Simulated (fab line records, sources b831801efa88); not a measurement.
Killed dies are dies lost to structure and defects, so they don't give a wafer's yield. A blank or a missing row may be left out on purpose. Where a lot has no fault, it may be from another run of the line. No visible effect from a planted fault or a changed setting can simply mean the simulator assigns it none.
Problem report in the 8D (eight disciplines) form, filled by code :: flow sky130 :: the parts of the form that need people (team, actions taken, sign-off) are left out

== 1. THE PROBLEM ==
developer_temp_C at SKY_LOCAL_INTERCONNECT_DEVELOP_10 reads a mean of 21.74 C on 6 wafers of 2 lots; wafers without a fault read 21.00 C with a standard deviation of 0.11. Relative to the usual mean, that is a shift of +6.7 standard deviations.
The step: develop time 60 s.
Earliest sighting: wafer L935.1 on litho_track-01 at day 32 19:00. At this step, 42 wafers from 14 lots have a number in the record. By rule, "out" or "out of limits" means more than 4 standard deviations away from the usual mean. The rest of the wafers with a number are treated as sound.

== 2. WHAT IT IS; WHAT IT IS NOT ==
question: which readings at this step
is: developer_temp_C
is not: -

question: which lots
is: L935, L938
is not: L929, L930, L941, L942, L943, L944, L945, L946, L948, L949, L950, L952

question: which wafers of those lots
is: all that have a number
is not: -

question: read on which tools
is: litho_track-01
is not: litho_track-03, litho_track-04

question: when
is: from day 32 19:00
is not: up to then (6 sound wafers); but 30 sound wafers of L941, L942, L943, L944, L945, L946, L948, L949, L950, L952 came after

== 3. SUSPECTS, AND WHAT RULES EACH OUT ==
Counting: a tool at any process step up to the reading remains a suspect when it ran all the lots that are out and ran no sound lot after the first of those.
- cmp-02 at SKY_LI_CONTACT_CMP_02 (polishes PSG): ruled out as a lasting fault. Following L935 (day 30 11:27), the first lot on it that is out, the sound lots L941, L942, L948, L949, L952 were run on it.
- litho_track-01 at SKY_LOCAL_INTERCONNECT_DEVELOP_10 (develop time 60 s): ruled out as a lasting fault. Following L935 (day 32 19:00), the first lot on it that is out, the sound lots L945, L943, L948, L950 were run on it.
Left after counting: nothing in the record.

== 4. THE CAUSE (what the simulator had put in) ==
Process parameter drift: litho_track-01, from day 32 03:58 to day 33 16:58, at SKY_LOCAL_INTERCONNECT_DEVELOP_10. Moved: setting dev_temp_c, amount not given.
Counting ruled it out, wrongly.

== 5. SEQUENCE OF EFFECTS, ordered by route ==
One row per reading whose mean, taken over the struck wafers that have a number, lies over 3 standard deviations from the usual. Only readings for which the record gives a usual standard deviation are gone through. hours: the time from each lot's start at the first step in this table that gives one to its start at this step, as a median over the lots. sigmas: the change in usual standard deviations.
hours: 0
step: SKY_LOCAL_INTERCONNECT_DEVELOP_10
reading: developer_temp_C
usual: 21.00 C
on struck wafers: 21.74
change: +0.74
sigmas: +6.7
Process steps it contains:
- SKY_LOCAL_INTERCONNECT_DEVELOP_10: develop time 60 s.

== 6. WHAT WOULD HAVE CAUGHT IT SOONER ==
In this record no reading fell out of limits until day 32 19:00, 15 hours after the fault had begun at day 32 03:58.
